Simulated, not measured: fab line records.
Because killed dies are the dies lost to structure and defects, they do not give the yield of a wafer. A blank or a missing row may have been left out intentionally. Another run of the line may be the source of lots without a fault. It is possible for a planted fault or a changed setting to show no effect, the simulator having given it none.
Which tool did it? + flow gf180mcu + 7 lots, 21 wafers sampled, at 1 step of a route of 602

== WHAT THE GAUGES SHOWED, per wafer ==
GF_STI_BOW_MEAS_00.
| lot  | measured    | on           | INCOMING_BOW (um) |
|------|-------------|--------------|-------------------|
| L666 | day 1 15:00 | filmMetro-02 | -6 10 -3          |
| L668 | day 2 01:01 | filmMetro-03 | -2 -4 -7          |
| L674 | day 3 07:00 | filmMetro-03 | 8 22 -10          |
| L676 | day 3 17:00 | filmMetro-02 | -4 -2 4           |
| L679 | day 4 08:02 | filmMetro-02 | 8 12 -12          |
| L682 | day 4 23:00 | filmMetro-02 | -6 1 4            |
| L688 | day 6 05:00 | filmMetro-04 | 10 5 2            |

== TOOL THAT RAN EACH LOT (tool first, then ch and the chambers of the sampled wafers, then the start) ==
Record: no process step prior to these readings.

== THE ANSWER, worked out from the rows above alone ==
Rule: the lots themselves supply what counts as usual. Put in order of their means at a reading, lots are off if they are a third of the lots or fewer, leave a main group of 4 or more, and stand apart from it by a gap of 3 or more times the standard deviation of the main group's means; of several such gaps the widest counts. The tables above print the reading to a certain number of digits; a main group whose means all agree to those digits is not used. Also off: a lot with no number at a reading for which 4 or more lots have one. All remaining lots with rows at the step are treated as sound.
No lot is off at any reading shown: from this, nothing can be told.

== WHAT THE SIMULATOR PUT IN ==
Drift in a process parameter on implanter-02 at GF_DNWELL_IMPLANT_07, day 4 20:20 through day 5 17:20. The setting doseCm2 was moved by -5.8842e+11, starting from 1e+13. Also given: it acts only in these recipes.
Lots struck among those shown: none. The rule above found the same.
